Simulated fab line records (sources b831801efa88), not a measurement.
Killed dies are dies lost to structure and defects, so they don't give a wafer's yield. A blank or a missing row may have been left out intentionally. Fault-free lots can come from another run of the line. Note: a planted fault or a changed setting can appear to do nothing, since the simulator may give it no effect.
One fault through the eyes of 2 desks | flow gf180mcu | numbers are kept per desk, each desk with only its own; the story behind them comes last

THE TOOL OWNER'S DESK: implanter-03
The tool's own readings at GF_DNWELL_IMPLANT_07: means of the sampled wafers that have a number, for each lot that ran on this tool. A lot is out of limits, marked OUT, if its mean lies more than 4 standard deviations from the usual mean; the brackets give that distance.
Columns: A = dose_ions_cm2 at GF_DNWELL_IMPLANT_07, usual 1.0002e+13; B = faraday_current_uA at GF_DNWELL_IMPLANT_07, usual 56.3
lot  | first seen here | A                    | B
L463 | day 3 12:32     | 9.9957e+12           | 55.3
L467 | day 4 07:35     | 1.0002e+13           | 57.1
L468 | day 4 11:57     | 1.0005e+13           | 56.2
L470 | day 4 23:34     | 9.0473e+12 (-73) OUT | 51.7 (-4.2) OUT
L471 | day 5 04:00     | 9.0507e+12 (-73) OUT | 51.0 (-4.8) OUT
L472 | day 5 10:26     | 9.0580e+12 (-73) OUT | 49.1 (-6.5) OUT
This desk's finding: out of limits on L470, L471, L472; first on L470, day 4 23:34 (dose_ions_cm2 at GF_DNWELL_IMPLANT_07). L463, L467, L468 stayed within limits.

THE METROLOGY DESK
What the gauges read, lot by lot, whatever tool the lot ran on: means of the sampled wafers that have a number. A lot is out of limits, marked OUT, if its mean lies more than 4 standard deviations from the usual mean; the brackets give that distance.
Columns: A = DNWELL_TW at GF_DNWELL_TW_MEAS_09, usual 1349
lot  | first seen here | A
L460 | day 2 19:49     | 1359
L463 | day 3 12:47     | 1336
L464 | day 3 15:18     | 1336
L467 | day 4 07:50     | 1351
L468 | day 4 12:12     | 1355
L470 | day 4 23:49     | 1304 (-4.5) OUT
L471 | day 5 04:15     | 1308 (-4.1) OUT
L472 | day 5 10:41     | 1322
L473 | day 5 16:01     | 1359
L474 | day 5 21:30     | 1346
L482 | day 7 16:54     | 1340
L483 | day 7 21:52     | 1342
This desk reports L470, L471 out of limits; the earliest was L470 at day 4 23:49 (DNWELL_TW at GF_DNWELL_TW_MEAS_09). L460, L463, L464, L467, L468, L472, L473, L474, L482, L483 stayed within limits.

PUT TOGETHER
The tool owner's desk could have raised an alarm at day 4 23:34, on L470, L471, L472.
On L470, L471, the metrology desk was in a position to raise an alarm at day 4 23:49.
The metrology desk holds a record of L472, inside its limits.
Of the lots named, all ran GF_DNWELL_IMPLANT_07 on implanter-03.

WHAT HAD BEEN PUT IN BY THE SIMULATOR
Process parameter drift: implanter-03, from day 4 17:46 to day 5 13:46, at GF_DNWELL_IMPLANT_07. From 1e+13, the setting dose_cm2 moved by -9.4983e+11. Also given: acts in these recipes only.
Struck lots among those shown: L470, L471, L472.
Fault start to first reading out of limits, in hours, per desk: tool owner, 6; metrology, 6.
